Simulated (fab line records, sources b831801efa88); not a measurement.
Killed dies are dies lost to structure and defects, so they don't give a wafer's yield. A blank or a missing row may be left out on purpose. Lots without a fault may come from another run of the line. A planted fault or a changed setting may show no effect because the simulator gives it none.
A struck lot beside a sound one | flow sky130 | 25 steps out of a route of 708
Sound: wafers L714.1, L714.5, L714.6. Struck: wafer L721.3. (L721.1, L721.5 of the same lot were not struck and are left out.) The cause comes at the end.
At each step with rows: each side's tool, then ch and its chambers, then its first start. Under that, the readings that differ: sound wafers | struck wafers | difference of the means | sigmas: that difference in standard deviations of wafers without a fault.
alike: readings whose means differ by less than 2 such deviations, and words and numbers that are the same on both sides. not compared: withheld readings, readings that some wafer has no value for, bounds like >300 that may hide the same value, and numbers for which the record gives no deviation and whose values overlap.
The two part at a step that has a row with sigmas, a row that says differs or no value, or rows on one side only. Numbers that don't overlap but have no deviation are shown without sigmas and don't part them. A reading that every wafer of one side lacks parts them only if that side has two wafers or more.

first, 3 steps without rows for these wafers: SKY_CAPM_EXPOSE_09 (exposes mask CAPM, target cd 1000 nm); SKY_CAPM_PEB_10; SKY_CAPM_DEVELOP_11 (develop time 60 s).
SKY_CAPM_OVL_MEAS_12:
  sound on overlay-01, day 37 22:31; struck on overlay-01, day 40 10:16
  reading       | sound          | struck | difference | sigmas
  CAPM_OVL (nm) | -0.4 -1.0 -0.4 | 2.3    | +2.9       | +2
then, 1 step without rows for these wafers: SKY_CAPM_METAL_ETCH_13 (etches TiN in Cl2/BCl3, stops on SiO2, target depth 220 nm, time 62.9 s).
SKY_CAPM_STRIP_14: strips in O2/N2.
  sound on plasma_asher-04 ch 0,1, day 37 22:38; struck on plasma_asher-03 ch 0, day 40 10:23
  reading                      | sound             | struck | difference | sigmas
  strip_time_to_endpoint_s (s) | 12.45 12.56 12.57 | 12.71  | +0.18      | +4
  alike: drypump_motor_current_A, oes_product_au
  not compared: rf_hours_counter_h
then, 6 steps without rows for these wafers: SKY_CAPM_STRIP_15 (strips in post etch residue remover, time 1200 s); SKY_CAPM_CLEAN_16 (cleans in IPA, time 180 s); SKY_CAPM_CLEAN_17 (cleans in O3/DIW); SKY_METAL3_DEHYDRATE_05 (time 60 s); SKY_METAL3_HMDS_06 (prime time 60 s); SKY_METAL3_COAT_07 (resist thk 60 nm).
SKY_METAL3_COAT_08: resist thk 1140 nm.
  sound on litho_track-03 ch 0, day 38 12:00; struck on litho_track-03 ch 0, day 40 23:00
  reading                                       | sound          | struck | difference | sigmas
  model.KrF-thick_of_METAL3_COAT_08.thk_nm (nm) | 1143 1144 1141 | 1161   | +18        |
then, 4 steps without rows for these wafers: SKY_METAL3_SOFTBAKE_09 (time 90 s); SKY_METAL3_EXPOSE_10 (exposes mask MM3, target cd 300 nm); SKY_METAL3_PEB_11; SKY_METAL3_DEVELOP_12 (develop time 60 s).
SKY_METAL3_CD_MEAS_13: target cd 300 nm.
  sound on cd_sem-02, day 39 00:28; struck on cd_sem-02, day 41 11:43
  alike: cd_nm
SKY_METAL3_OVL_MEAS_14:
  sound on overlay-01, day 39 00:35; struck on overlay-01, day 41 11:50
  alike: METAL3_OVL
SKY_METAL3_DESCUM_15: chemistry O2, time 8 s.
  sound on rie_metal-04 ch 0,1, day 39 00:37; struck on rie_metal-03 ch 0, day 41 11:52
  alike: drypump_motor_current_A, oes_product_au
  not compared: rf_hours_counter_h
SKY_METAL3_ETCH_16: etches BARC in N2/H2, stops on SiO2, time 88.2 s, target depth 60 nm.
  sound on rie_metal-04 ch 0,1, day 39 00:39; struck on rie_metal-03 ch 0, day 41 11:54
  alike: drypump_motor_current_A, oes_product_au, throttle_valve_pct
  not compared: rf_hours_counter_h
SKY_METAL3_ETCH_17: etches SiO2 in C4F8/O2/Ar, stops on TiN, time 3.9 s, target depth 15 nm.
  sound on rie_diel-01 ch 0,3, day 39 00:44; struck on rie_diel-03 ch 3, day 41 12:00
  alike: oes_product_au
  not compared: rf_hours_counter_h
SKY_METAL3_METAL_ETCH_18: etches the open film in Cl2/BCl3, stops on SiO2, target depth 845 nm, time 183.1 s.
  sound on rie_metal-03 ch 0,1, day 39 00:46; struck on rie_metal-04 ch 0, day 41 12:01
  reading                                       | sound           | struck | difference | sigmas
  model.KrF-thick_of_METAL3_COAT_08.thk_nm (nm) | 535 532.7 528.9 | 542.2  | +10.0      |
  alike: drypump_motor_current_A, oes_product_au, throttle_valve_pct
  not compared: rf_hours_counter_h
SKY_METAL3_STRIP_19: strips in O2/N2.
  sound on plasma_asher-02 ch 0,1, day 39 00:56; struck on plasma_asher-01 ch 0, day 41 12:12
  alike: drypump_motor_current_A, oes_product_au, strip_time_to_endpoint_s
  not compared: rf_hours_counter_h
then, 1 step without rows for these wafers: SKY_PAD_OPEN_PROBE_99.

WHERE THEY PART
First at SKY_CAPM_OVL_MEAS_12; last, within this record, at SKY_CAPM_STRIP_14. Later steps at which nothing parts them and some readings are alike: SKY_METAL3_CD_MEAS_13, SKY_METAL3_OVL_MEAS_14, SKY_METAL3_DESCUM_15, SKY_METAL3_ETCH_16, SKY_METAL3_ETCH_17, SKY_METAL3_METAL_ETCH_18, SKY_METAL3_STRIP_19.

WHY: what the simulator had put in
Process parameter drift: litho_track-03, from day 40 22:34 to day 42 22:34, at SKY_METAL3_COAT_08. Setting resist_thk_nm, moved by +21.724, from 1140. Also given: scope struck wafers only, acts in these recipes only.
